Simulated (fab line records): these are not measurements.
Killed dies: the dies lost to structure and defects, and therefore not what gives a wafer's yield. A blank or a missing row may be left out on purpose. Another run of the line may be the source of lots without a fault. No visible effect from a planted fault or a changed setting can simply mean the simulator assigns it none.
The tool behind it: which one? | flow sky130 | 12 lots with 36 wafers sampled at 3 steps, on a route of 708 steps

## WHAT EACH GAUGE READ, for each wafer
SKY_FIELD_ISO_BOW_MEAS_00. Usual: for INCOMING_BOW the level is 0 um and the standard deviation is 6.2.
lot  | measured    | on            | INCOMING_BOW (um) | flag
L322 | day 1 10:02 | film metro-01 | -4 -5 -13         |
L324 | day 1 20:01 | film metro-02 | -6 -19 -4         |
L325 | day 2 01:04 | film metro-03 | 4 6 2             |
L327 | day 2 11:02 | film metro-01 | -3 -14 -7         |
L329 | day 2 21:01 | film metro-01 | 4 -12 -2          |
L331 | day 3 07:00 | film metro-03 | -3 -2 6           |
L333 | day 3 17:00 | film metro-01 | 3 4 3             |
L335 | day 4 03:00 | film metro-02 | -4 1 6            |
L337 | day 4 13:01 | film metro-01 | 1 3 4             |
L340 | day 5 04:00 | film metro-01 | -1 7 0            |
L344 | day 6 00:00 | film metro-03 | -3 15 -4          |
L345 | day 6 05:01 | film metro-01 | -7 -7 -7          |

SKY_PWDE_OVL_MEAS_07. Usual: for PWDE_OVL the level is 0.1 nm and the standard deviation is 1.6.
lot  | measured    | on         | PWDE_OVL (nm)  | flag
L322 | day 3 22:34 | overlay-01 | 0.1 0.8 0.6    |
L324 | day 4 04:41 | overlay-01 | -2.0 2.5 -0.2  |
L325 | day 4 09:39 | overlay-02 | 1.3 0.8 1.4    |
L327 | day 4 22:58 | overlay-01 | -0.7 -2.1 0.0  |
L329 | day 5 09:37 | overlay-01 | -2.4 -0.3 -0.1 |
L331 | day 6 00:51 | overlay-02 | 0.6 -1.6 0.9   |
L333 | day 6 09:39 | overlay-01 | -0.4 0.5 1.1   |
L335 | day 6 21:42 | overlay-02 | 1.5 1.1 3.7    |
L337 | day 7 06:49 | overlay-02 | 0.5 -0.6 2.1   |
L340 | day 8 04:47 | overlay-01 | -2.3 -2.7 -1.7 |
L344 | day 9 02:48 | overlay-01 | 0.0 -0.8 -0.6  |
L345 | day 9 07:32 | overlay-02 | 1.5 0.1 4.4    |

## WHAT TOOL EACH LOT RAN ON (gives the tool, then ch and the chambers of the sampled wafers, and finally the start)
lot  | SKY_FIELD_ISO_CMP_27
L322 | cmp-02 ch 1,3, day 2 11:16
L324 | cmp-01 ch 0,1,3, day 2 17:47
L325 | cmp-02 ch 0,1, day 2 23:25
L327 | cmp-02 ch 0,2, day 3 11:11
L329 | cmp-02 ch 0,3, day 3 20:19
L331 | cmp-02 ch 0,3, day 4 09:30
L333 | cmp-01 ch 0,1, day 4 17:44
L335 | cmp-01 ch 0,1,3, day 5 04:46
L337 | cmp-01 ch 0,2,3, day 5 13:47
L340 | cmp-01 ch 0,1,3, day 6 09:47
L344 | cmp-02 ch 0,1,2, day 7 05:45
L345 | cmp-01 ch 1,3, day 7 10:55
- SKY_FIELD_ISO_CMP_27: polishes, stops on Si3N4, t overpolish 16 s, target thk 457.8 nm.

## AS READ BY THE TOOLS THEMSELVES (means over the sampled wafers that have a number; for cases with no such wafer, the mark the record gives instead)
SKY_FIELD_ISO_CMP_27. Usual: motor current A 11.8 A, standard deviation 1.5; overpolish run s 15.999 s, standard deviation 0.0095; platen rpm 60.00 rpm, standard deviation 0.043; time to endpoint s 111 s, standard deviation 3.6.
lot  | tool   | motor current A (A) | overpolish run s (s) | platen rpm (rpm) | time to endpoint s (s) | flag
L322 | cmp-02 | 10.8                | 15.999               | 60.02            | 108                    |
L324 | cmp-01 | 11.9                | 15.995               | 59.98            | 113                    |
L325 | cmp-02 | 10.5                | 16.000               | 60.00            | 107                    |
L327 | cmp-02 | 12.1                | 16.003               | 60.01            | 106                    |
L329 | cmp-02 | 12.6                | 16.005               | 60.00            | 112                    |
L331 | cmp-02 | 12.5                | 16.008               | 60.01            | 115                    |
L333 | cmp-01 | 13.1                | 15.995               | 60.00            | 115                    |
L335 | cmp-01 | 12.0                | 15.990               | 59.97            | 111                    |
L337 | cmp-01 | 10.7                | 15.995               | 60.02            | 113                    |
L340 | cmp-01 | 11.7                | 16.001               | 59.95            | 115                    |
L344 | cmp-02 | 11.7                | 16.000               | 60.02            | 108                    |
L345 | cmp-01 | 13.5                | 15.996               | 60.01            | 111                    |

## THE ANSWER, worked out from the rows above alone
Rule: take the mean of a lot's wafers that have a number; if it is more than 3 standard deviations from the usual mean, the lot is off. A lot without any number at a reading at which 4 lots or more have one is off too. The other lots that the step has rows for count as sound. First the gauges in route order, then the tools' own readings, where a lot's mean is used as printed above. The first step at which some lot is off is used, and at that step the reading that is off furthest; a lot without a number counts as furthest.
No lot is off at any reading shown: from this, nothing can be told.

## WHAT WAS PUT IN BY THE SIMULATOR
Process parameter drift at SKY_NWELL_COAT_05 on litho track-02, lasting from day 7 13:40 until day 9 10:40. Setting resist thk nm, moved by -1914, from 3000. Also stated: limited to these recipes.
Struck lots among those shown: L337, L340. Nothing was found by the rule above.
